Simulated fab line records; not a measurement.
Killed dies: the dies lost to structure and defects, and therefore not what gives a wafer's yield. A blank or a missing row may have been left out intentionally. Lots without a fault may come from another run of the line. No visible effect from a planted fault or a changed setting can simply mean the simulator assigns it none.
Matching of chambers / flow sky130 / SKY_FIELD_ISO_CMP_27 on cmp-02: 4 sister chambers
The step polishes, stops on Si3N4, t overpolish 16 s, target thk 457.8 nm. 8 wafers are shown with their chamber, then 12 later ones without.

== EACH WAFER AND ITS CHAMBER ==
wafer=L085.2; chamber=3; motorCurrentA (A)=11.9; timeToEndpointS (s)=107
wafer=L085.3; chamber=1; motorCurrentA (A)=13.5; timeToEndpointS (s)=110
wafer=L085.4; chamber=0; motorCurrentA (A)=10.8; timeToEndpointS (s)=110
wafer=L086.5; chamber=2; motorCurrentA (A)=13.4; timeToEndpointS (s)=115
wafer=L086.6; chamber=1; motorCurrentA (A)=13.4; timeToEndpointS (s)=112
wafer=L087.2; chamber=3; motorCurrentA (A)=12.0; timeToEndpointS (s)=106
wafer=L087.4; chamber=0; motorCurrentA (A)=11.2; timeToEndpointS (s)=112
wafer=L087.6; chamber=2; motorCurrentA (A)=12.5; timeToEndpointS (s)=113

== WAFERS MISSING THEIR CHAMBER ==
wafer=L089.1; motorCurrentA (A)=12.9; timeToEndpointS (s)=112
wafer=L089.4; motorCurrentA (A)=13.7; timeToEndpointS (s)=101
wafer=L089.5; motorCurrentA (A)=14.3; timeToEndpointS (s)=110
wafer=L090.1; motorCurrentA (A)=11.7; timeToEndpointS (s)=108
wafer=L090.2; motorCurrentA (A)=12.5; timeToEndpointS (s)=108
wafer=L090.4; motorCurrentA (A)=11.9; timeToEndpointS (s)=102
wafer=L095.1; motorCurrentA (A)=12.7; timeToEndpointS (s)=117
wafer=L095.2; motorCurrentA (A)=11.4; timeToEndpointS (s)=117
wafer=L095.5; motorCurrentA (A)=13.9; timeToEndpointS (s)=113
wafer=L097.1; motorCurrentA (A)=11.6; timeToEndpointS (s)=116
wafer=L097.4; motorCurrentA (A)=12.9; timeToEndpointS (s)=115
wafer=L097.6; motorCurrentA (A)=13.6; timeToEndpointS (s)=112

== EACH ONE'S CHAMBER ==
wafer=L089.1; from the rows above=can't be placed: 2 or 1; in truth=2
wafer=L089.4; from the rows above=can't be placed: 3 or 1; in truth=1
wafer=L089.5; from the rows above=1; in truth=1
wafer=L090.1; from the rows above=can't be placed: 3 or 0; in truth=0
wafer=L090.2; from the rows above=can't be placed: 3 or 1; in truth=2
wafer=L090.4; from the rows above=3; in truth=3
wafer=L095.1; from the rows above=2; in truth=2
wafer=L095.2; from the rows above=can't be placed: 0 or 2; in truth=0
wafer=L095.5; from the rows above=can't be placed: 1 or 2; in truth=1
wafer=L097.1; from the rows above=can't be placed: 2 or 0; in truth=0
wafer=L097.4; from the rows above=2; in truth=2
wafer=L097.6; from the rows above=can't be placed: 1 or 2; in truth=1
Correct placement for 4 of the 12. Can't be placed from these rows: 8 (the true chamber is among the candidates in 7). 0 placed wrongly.
How it was worked out, from the rows above alone: a wafer's distance from a chamber is the root of the sum, over the readings, of the square of ((its reading less the chamber's mean) divided by the reading's scatter). If the next closest chamber is less than 2 further off than the closest, the wafer can't be placed; otherwise it belongs to the closest. For every chamber, the mean is computed from those of its wafers that are shown. The scatter: the root of (the sum of the squares of (reading less its chamber's mean) over the shown wafers, divided by (wafers less chambers)).
